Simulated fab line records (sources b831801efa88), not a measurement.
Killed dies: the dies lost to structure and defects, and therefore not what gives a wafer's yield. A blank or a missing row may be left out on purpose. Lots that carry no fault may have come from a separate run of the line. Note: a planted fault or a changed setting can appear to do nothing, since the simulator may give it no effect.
Chamber matching / flow sky130 / SKY_VIA1_CMP_24 on cmp-01: 4 sister chambers
The step polishes, stops on SiO2, t overpolish 15 s, target thk 0 nm. 8 wafers are shown with their chamber, then 7 later ones without.

WAFERS PAIRED WITH THEIR CHAMBERS
wafer=L809.1; chamber=2; motor current A (A)=10.7; time to endpoint s (s)=66
wafer=L809.5; chamber=0; motor current A (A)=12.6; time to endpoint s (s)=65
wafer=L809.6; chamber=3; motor current A (A)=8.7; time to endpoint s (s)=66
wafer=L810.1; chamber=3; motor current A (A)=9.1; time to endpoint s (s)=64
wafer=L810.3; chamber=2; motor current A (A)=11.8; time to endpoint s (s)=62
wafer=L810.4; chamber=1; motor current A (A)=10.9; time to endpoint s (s)=58
wafer=L816.1; chamber=0; motor current A (A)=13.1; time to endpoint s (s)=67
wafer=L816.2; chamber=1; motor current A (A)=11.7; time to endpoint s (s)=64

WAFERS WHOSE CHAMBER IS MISSING
wafer=L816.3; motor current A (A)=9.3; time to endpoint s (s)=70
wafer=L819.2; motor current A (A)=9.1; time to endpoint s (s)=65
wafer=L819.3; motor current A (A)=11.5; time to endpoint s (s)=65
wafer=L819.6; motor current A (A)=11.4; time to endpoint s (s)=69
wafer=L822.2; motor current A (A)=11.1; time to endpoint s (s)=64
wafer=L822.4; motor current A (A)=12.3; time to endpoint s (s)=66
wafer=L822.5; motor current A (A)=10.7; time to endpoint s (s)=68

CHAMBER TAKEN BY EACH
wafer=L816.3; from the rows above=3; in truth=3
wafer=L819.2; from the rows above=3; in truth=3
wafer=L819.3; from the rows above=can't be placed: 2 or 1 or 0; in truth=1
wafer=L819.6; from the rows above=can't be placed: 2 or 1 or 0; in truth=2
wafer=L822.2; from the rows above=can't be placed: 2 or 1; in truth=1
wafer=L822.4; from the rows above=can't be placed: 0 or 2 or 1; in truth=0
wafer=L822.5; from the rows above=can't be placed: 2 or 1 or 3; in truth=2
2 of 7 placed correctly. Cannot be placed on the basis of these rows: 5; the candidates contain the true chamber in 5. Number placed wrongly: 0.
How it was worked out, from the rows above alone: a wafer's distance from a chamber is the root of the sum, over the readings, of the square of ((its reading less the chamber's mean) divided by the reading's scatter). If the next closest chamber is less than 2 further off than the closest, the wafer can't be placed; otherwise it belongs to the closest. A chamber's mean is the mean of its shown wafers. The scatter: the root of (the sum of the squares of (reading less its chamber's mean) over the shown wafers, divided by (wafers less chambers)).
